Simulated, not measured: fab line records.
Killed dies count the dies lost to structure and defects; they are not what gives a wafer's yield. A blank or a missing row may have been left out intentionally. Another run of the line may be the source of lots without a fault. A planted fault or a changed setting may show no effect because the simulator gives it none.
fab line records -- flow sky130
record: lots: 6, wafers: 18, lastDay: 50
route steps=708 shown VIA2@521 METAL3@532
lots with no fault: from the same line, run without faults
startH: hours from the record's first day to the start of the lot's first wafer shown -- waitH: time in hours since the lot's previous step -- " same as the row above -- L1.1+2: one row covering several wafers at once -- - value missing, or start not given -- * or withheld: withheld -- < > ~ a bound
route shown NAME@n: NAME is a module with steps in the file, n the number in the route of the first one -- usual: average and standard deviation across the fault-free wafers -- same: alike in all rows -- chamber/n: place in a boat -- sites: readings site by site -- _std_site: the values' standard deviation -- _edge_site: outer sites' mean less inner sites' -- radiusMm: how far each site lies from the wafer's centre -- mask NAME#n: copy n -- behind: the tool/chamber that last shaped the wafer -- hold: cause of the lot's hold/its duration in hours/its outcome -- device: transistor that didn't switch, given as n, p or np -- end of line: tests of these same wafers at the route's end -- step lacking rows: just its recipe -- killed: not the wafer's yield, but the dies lost to structure and defects at the first sort -- map: a wafer's dies, x killed, . not, _ none there
set.NAME: the setting as run; set.NAME@STEP: as run at that earlier step -- model.NAME: the simulator's own value behind a step, which no gauge read
lots seen at some steps along the route; tables by step, rows by wafer
services: the hour from which a tool's chamber was out of use, counted from the record's first day as startH (under 0 if before that day), plus the number of hours and why
== steps ==
step: SKY_VIA2_ETCH_14
recipe: chemistry: N2/H2, target: BARC, ionEnergyEv: 200, sourceW: 500, biasW: 100, pressureMtorr: 30, n2FlowSccm: 100, h2FlowSccm: 200, stopOn: SiO2, timeS: 45.9, targetDepthA: 600
step: SKY_VIA2_ETCH_15
recipe: target: SiO2, chemistry: C4F8/O2/Ar, targetDepthNm: 546, stopOn: TiN, maskMaterial: KrF-thick, sourceW: 1500, biasW: 1200, pressureMtorr: 40, c4f8FlowSccm: withheld, O2_flow_sccm: 6, Ar_flow_sccm: 300, timeS: 84
usual: oesProductAu: 0.935/0.0047, rfFwdPowerW: 1489/5.8
lot.wafer,tool,chamber,startH,waitH,oesProductAu,rfFwdPowerW,rfHoursCounterH
L954.2,rieDiel-01,2,879.96,0.0,0.935,1488,16
L954.4,rieDiel-01,1,879.96,0.0,0.928,1487,5
L954.5,rieDiel-01,1,879.96,0.0,0.938,1489,-
L957.1,rieDiel-02,3,908.90,0.0,0.933,1486,13
L957.2,rieDiel-02,2,908.90,0.0,0.928,1492,3
L957.6,rieDiel-02,3,908.90,0.0,0.934,1496,-
L968.1,rieDiel-01,2,980.96,0.0,0.932,1485,19
L968.4,rieDiel-01,3,980.96,0.0,0.944,1502,7
L968.5,rieDiel-01,2,980.96,0.0,0.931,1483,-
L969.4,rieDiel-04,1,989.01,0.0,0.930,1494,18
L969.5,rieDiel-04,1,989.01,0.0,0.936,1493,-
L969.6,rieDiel-04,0,989.01,0.0,0.934,1490,-
L971.1,rieDiel-02,2,1001.30,0.0,0.931,1488,4
L971.5,rieDiel-02,0,1001.30,0.0,0.933,1490,-
L971.6,rieDiel-02,3,1001.30,0.0,0.933,1487,-
L972.2,rieDiel-02,0,1003.34,0.0,0.931,1498,11
L972.5,rieDiel-02,3,1003.34,0.0,0.941,1477,-
L972.6,rieDiel-02,0,1003.34,0.0,0.932,1482,-
step: SKY_VIA2_STRIP_16
recipe: chemistry: O2/N2, powerW: 1400, pressureMtorr: 1500, platenTempC: withheld, o2FlowSccm: 3000, n2FlowSccm: 300, overashFraction: 0.5
usual: drypumpMotorCurrentA: 5.5/0.59, oesProductAu: 0.398/0.0043, stripTimeToEndpointS: 4.036/0.024
lot.wafer,tool,chamber,startH,waitH,drypumpMotorCurrentA,oesProductAu,rfHoursCounterH,stripTimeToEndpointS
L954.2,plasmaAsher-03,1,880.02,0.0,4.7,0.398,77,4.056
L954.4,plasmaAsher-03,0,880.02,0.0,5.7,0.397,-,4.034
L954.5,plasmaAsher-03,0,880.02,0.0,5.7,0.403,-,4.037
L957.1,plasmaAsher-03,1,908.96,0.0,4.6,0.401,80,4.028
L957.2,plasmaAsher-03,0,908.96,0.0,5.7,0.394,80,3.995
L957.6,plasmaAsher-03,1,908.96,0.0,4.6,0.391,-,4.014
L968.1,plasmaAsher-03,0,981.02,0.0,5.7,0.398,87,4.044
L968.4,plasmaAsher-03,0,981.02,0.0,5.7,0.395,-,4.057
L968.5,plasmaAsher-03,0,981.02,0.0,5.7,0.394,-,4.031
L969.4,plasmaAsher-03,0,989.11,0.1,5.7,0.397,-,4.054
L969.5,plasmaAsher-03,0,989.11,0.1,5.7,0.393,-,4.056
L969.6,plasmaAsher-03,1,989.11,0.1,4.6,0.399,-,4.057
L971.1,plasmaAsher-02,0,1001.36,0.0,6.2,0.405,29,4.003
L971.5,plasmaAsher-02,0,1001.36,0.0,6.2,0.394,-,4.050
L971.6,plasmaAsher-02,1,1001.36,0.0,5.8,0.402,-,3.988
L972.2,plasmaAsher-03,0,1003.41,0.0,5.7,0.395,89,4.030
L972.5,plasmaAsher-03,0,1003.41,0.0,5.7,0.397,-,3.982
L972.6,plasmaAsher-03,1,1003.41,0.0,4.6,0.400,-,4.023
step: SKY_VIA2_STRIP_17
recipe: chemistry: postEtchResidueRemover, timeS: 1200, tempC: 72.5
step: SKY_VIA2_CLEAN_18
recipe: chemistry: IPA, timeS: 180, tempC: 25
step: SKY_VIA2_CLEAN_19
recipe: chemistry: O3/DIW, dry: n2Spin
step: SKY_VIA2_SPUTTER_20
recipe: material: TiN, targetThkNm: 20, chamberPressurePa: 5, powerW: 3885, timeS: 80
step: SKY_VIA2_CVD_21
recipe: material: W, targetThkNm: 420, timeS: 126.4, tempC: 400, pressureTorr: 40
usual: chamberPressureTorr: 39.99/0.088, heaterPowerW: 765/22
lot.wafer,tool,chamber,startH,waitH,chamberPressureTorr,heaterPowerW
L954.2,cvdW-01,0,880.75,0.0,40.13,759
L954.4,cvdW-01,1,880.75,0.0,40.01,740
L954.5,cvdW-01,1,880.75,0.0,40.00,758
L957.1,cvdW-01,0,909.66,0.0,39.95,750
L957.2,cvdW-01,1,909.66,0.0,40.05,766
L957.6,cvdW-01,0,909.66,0.0,39.84,770
L968.1,cvdW-02,0,981.68,0.0,39.99,794
L968.4,cvdW-02,1,981.68,0.0,39.99,713
L968.5,cvdW-02,1,981.68,0.0,39.97,727
L969.4,cvdW-01,0,989.77,0.1,40.00,773
L969.5,cvdW-01,0,989.77,0.1,40.10,797
L969.6,cvdW-01,1,989.77,0.1,40.06,733
L971.1,cvdW-01,1,1002.02,0.0,39.97,761
L971.5,cvdW-01,1,1002.02,0.0,40.09,758
L971.6,cvdW-01,0,1002.02,0.0,40.06,775
L972.2,cvdW-02,0,1004.07,0.0,40.06,806
L972.5,cvdW-02,0,1004.07,0.0,40.03,792
L972.6,cvdW-02,1,1004.07,0.0,39.93,712
step: SKY_VIA2_RS_MEAS_22
recipe: thkMeasGauge: four-point-probe, reads: W_of_VIA2_CVD_21+TiN_of_VIA2_SPUTTER_20
usual: VIA2_W_RS: 0.2712/0.0025
lot.wafer,tool,chamber,startH,waitH,VIA2_W_RS[ohm/sq]
L954.2,filmMetro-02,-,880.90,0.1,0.2685
L954.4,filmMetro-02,-,880.90,0.1,0.2664
L954.5,filmMetro-02,-,880.90,0.1,0.2698
L957.1,filmMetro-02,-,909.79,0.1,0.2676
L957.2,filmMetro-02,-,909.79,0.1,0.2698
L957.6,filmMetro-02,-,909.79,0.1,0.2703
L968.1,filmMetro-03,-,981.81,0.1,0.2747
L968.4,filmMetro-03,-,981.81,0.1,0.2720
L968.5,filmMetro-03,-,981.81,0.1,0.2739
L969.4,filmMetro-03,-,989.92,0.1,0.2756
L969.5,filmMetro-03,-,989.92,0.1,0.2740
L969.6,filmMetro-03,-,989.92,0.1,0.2703
L971.1,filmMetro-03,-,1002.15,0.1,0.2761
L971.5,filmMetro-03,-,1002.15,0.1,0.2731
L971.6,filmMetro-03,-,1002.15,0.1,0.2755
L972.2,filmMetro-04,-,1004.22,0.1,0.2767
L972.5,filmMetro-04,-,1004.22,0.1,0.2752
L972.6,filmMetro-04,-,1004.22,0.1,0.2728
step: SKY_VIA2_THK_MEAS_23
recipe: thkMeasGauge: xrf, reads: W_of_VIA2_CVD_21
usual: VIA2_W_THK: 428/6.7
lot.wafer,tool,chamber,startH,waitH,VIA2_W_THK[nm]
L954.2,filmMetro-02,-,881.01,0.1,423
L954.4,filmMetro-02,-,881.01,0.1,429
L954.5,filmMetro-02,-,881.01,0.1,421
L957.1,filmMetro-02,-,909.91,0.1,433
L957.2,filmMetro-02,-,909.91,0.1,426
L957.6,filmMetro-02,-,909.91,0.1,426
L968.1,filmMetro-03,-,981.93,0.1,420
L968.4,filmMetro-03,-,981.93,0.1,429
L968.5,filmMetro-03,-,981.93,0.1,423
L969.4,filmMetro-03,-,990.01,0.1,421
L969.5,filmMetro-03,-,990.01,0.1,424
L969.6,filmMetro-03,-,990.01,0.1,431
L971.1,filmMetro-03,-,1002.27,0.1,420
L971.5,filmMetro-03,-,1002.27,0.1,425
L971.6,filmMetro-03,-,1002.27,0.1,424
L972.2,filmMetro-04,-,1004.33,0.1,432
L972.5,filmMetro-04,-,1004.33,0.1,430
L972.6,filmMetro-04,-,1004.33,0.1,436
step: SKY_VIA2_CMP_24
recipe: stopOn: SiO2, tOverpolishS: 20, downForcePsi: 3.5, platenRpm: 60, targetThkNm: 0, padVelocityMS: 0.94248
usual: headPressurePsi: 3.500/0.0082, motorCurrentA: 10.4/0.97, overpolishRunS: 20.000/0.0097, timeToEndpointS: 101/3.7
lot.wafer,tool,chamber,startH,waitH,headPressurePsi,motorCurrentA,overpolishRunS,timeToEndpointS
L954.4,cmp-02,3,881.06,0.0,3.502,10.9,19.999,104
L954.2,cmp-02,0,881.06,0.0,3.501,10.2,20.012,103
L954.5,cmp-02,0,881.06,0.0,3.500,10.6,19.989,105
L957.2,cmp-01,0,910.07,0.1,3.508,11.4,19.989,98
L957.1,cmp-01,1,910.07,0.1,3.494,9.8,20.001,105
L957.6,cmp-01,3,910.07,0.1,3.509,11.1,20.013,101
L968.1,cmp-01,0,981.99,0.1,3.493,11.9,20.023,96
L968.4,cmp-01,2,981.99,0.1,3.499,9.5,20.017,95
L968.5,cmp-01,0,981.99,0.1,3.503,11.3,19.983,95
L969.4,cmp-02,0,990.14,0.1,3.502,10.6,20.009,97
L969.6,cmp-02,2,990.14,0.1,3.513,9.4,20.009,101
L969.5,cmp-02,3,990.14,0.1,3.497,11.0,19.984,99
L971.1,cmp-01,2,1002.43,0.1,3.499,10.1,20.008,98
L971.6,cmp-01,0,1002.43,0.1,3.490,12.3,20.008,99
L971.5,cmp-01,1,1002.43,0.1,3.499,9.3,19.991,104
L972.2,cmp-01,0,1004.48,0.1,3.497,11.6,20.004,96
L972.5,cmp-01,2,1004.48,0.1,3.508,10.4,19.991,97
L972.6,cmp-01,3,1004.48,0.1,3.499,11.6,19.997,100
step: SKY_METAL3_SPUTTER_00
recipe: material: Ti, targetThkNm: 15, powerW: 3000, timeS: 10, chamberPressurePa: 0.4
step: SKY_METAL3_SPUTTER_01
recipe: material: TiN, targetThkNm: 20, powerW: 6500, timeS: 16.7, chamberPressurePa: 0.4
usual: chamberPressurePa: 0.3999/0.00081, throttleValvePct: 29.7/0.67
lot.wafer,tool,chamber,startH,waitH,chamberPressurePa,throttleValvePct,model.TiN_of_METAL3_SPUTTER_01.thkNm
L954.2,pvdSputter-04,-,881.39,0.0,0.4918,26.2,19.37
L954.4,pvdSputter-04,-,881.39,0.0,0.3999,29.1,20.02
L954.5,pvdSputter-04,-,881.39,0.0,0.3994,29.1,20.06
L957.1,pvdSputter-04,-,910.29,0.0,0.4010,29.0,19.91
L957.2,pvdSputter-04,-,910.29,0.0,0.4921,26.5,19.5
L957.6,pvdSputter-04,-,910.29,0.0,0.4913,26.1,19.57
L968.1,pvdSputter-03,-,982.31,0.0,0.3999,28.7,20.34
L968.4,pvdSputter-03,-,982.31,0.0,0.3995,28.9,20.26
L968.5,pvdSputter-03,-,982.31,0.0,0.3998,29.6,20.01
L969.4,pvdSputter-04,-,990.36,0.0,0.3996,29.8,20.07
L969.5,pvdSputter-04,-,990.36,0.0,0.4009,30.6,20.25
L969.6,pvdSputter-04,-,990.36,0.0,0.3987,29.0,20.15
L971.1,pvdSputter-03,-,1002.65,0.0,0.4004,29.7,19.75
L971.5,pvdSputter-03,-,1002.65,0.0,0.3999,29.9,19.72
L971.6,pvdSputter-03,-,1002.65,0.0,0.3996,29.4,19.71
L972.2,pvdSputter-04,-,1004.70,0.0,0.3990,29.0,19.85
L972.5,pvdSputter-04,-,1004.70,0.0,0.3994,30.5,20.15
L972.6,pvdSputter-04,-,1004.70,0.0,0.3994,29.3,19.97
step: SKY_METAL3_SPUTTER_02
recipe: material: AlCu, targetThkNm: 735, powerW: 10600, timeS: 39.1, chamberPressurePa: 0.4
usual: chamberPressurePa: 0.4002/0.00075, throttleValvePct: 29.7/0.66
lot.wafer,tool,chamber,startH,waitH,chamberPressurePa,throttleValvePct
L954.2,pvdSputter-04,-,881.41,0.0,0.3985,29.1
L954.4,pvdSputter-04,-,881.41,0.0,0.4003,29.3
L954.5,pvdSputter-04,-,881.41,0.0,0.4000,29.2
L957.1,pvdSputter-04,-,910.32,0.0,0.4003,28.9
L957.2,pvdSputter-04,-,910.32,0.0,0.4012,29.1
L957.6,pvdSputter-04,-,910.32,0.0,0.4002,29.2
L968.1,pvdSputter-03,-,982.34,0.0,0.3987,29.0
L968.4,pvdSputter-03,-,982.34,0.0,0.3999,28.9
L968.5,pvdSputter-03,-,982.34,0.0,0.4006,29.3
L969.4,pvdSputter-04,-,990.39,0.0,0.4001,30.2
L969.5,pvdSputter-04,-,990.39,0.0,0.4010,30.4
L969.6,pvdSputter-04,-,990.39,0.0,0.4014,29.1
L971.1,pvdSputter-03,-,1002.68,0.0,0.4017,29.7
L971.5,pvdSputter-03,-,1002.68,0.0,0.4005,29.8
L971.6,pvdSputter-03,-,1002.68,0.0,0.4021,29.4
L972.2,pvdSputter-04,-,1004.73,0.0,0.4011,29.1
L972.5,pvdSputter-04,-,1004.73,0.0,0.4006,30.7
L972.6,pvdSputter-04,-,1004.73,0.0,0.3994,29.4
== services ==
tool,chamber,startH,hours,kind
rieDiel-04,1,878.44,28.3,repair
plasmaAsher-02,-,888.90,4.2,repair
rieDiel-02,2,900.87,2.8,repair
cvdW-02,-,904.00,14.0,pm
cmp-01,-,910.76,5.2,pm
rieDiel-01,1,913.32,3.2,repair
rieDiel-01,2,913.47,8.1,repair
cmp-01,-,915.96,4.0,pm
plasmaAsher-02,-,916.39,10.0,pm
cmp-01,-,917.77,2.2,repair
rieDiel-01,3,919.15,2.7,repair
rieDiel-01,1,922.89,17.5,repair
rieDiel-01,3,928.37,6.5,repair
rieDiel-04,-,933.53,2.8,pm
rieDiel-04,-,937.51,0.9,repair
pvdSputter-04,3,938.79,-,consumableReplace:kit
cvdW-01,-,942.87,1.1,repair
cmp-02,-,945.85,0.9,repair
pvdSputter-04,-,957.61,5.4,repair
rieDiel-02,-,962.77,14.6,pm
plasmaAsher-03,-,964.60,3.2,repair
cmp-02,-,966.06,0.7,repair
cmp-02,-,992.66,11.0,pm
pvdSputter-04,-,1001.08,3.2,repair
== key ==
firstSign: step: SKY_METAL3_SPUTTER_01, reading: chamberPressurePa, direction: up, sigmas: 99+, usual: 0.3999, struck: 0.4917
effect: step: SKY_METAL3_SPUTTER_01, reading: throttleValvePct, direction: down, sigmas: 5.1, usual: 29.7, struck: 26.3
modelEffect: step: SKY_METAL3_SPUTTER_01, value: TiN_of_METAL3_SPUTTER_01.thkNm, without: 20.14, struck: 19.48
metAt SKY_METAL3_SPUTTER_01
struckWafers L954.2,L957.2,L957.6
fault: kind: processParameterDrift, tool: pvdSputter-04, chamber: -, onsetH: 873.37, steps: SKY_METAL3_SPUTTER_01, channel: chamberPressurePa, offset: 0.09218, shape: step, endH: 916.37, actsIn: theseRecipesOnly, stated: 0.4, scope: struckWafersOnly
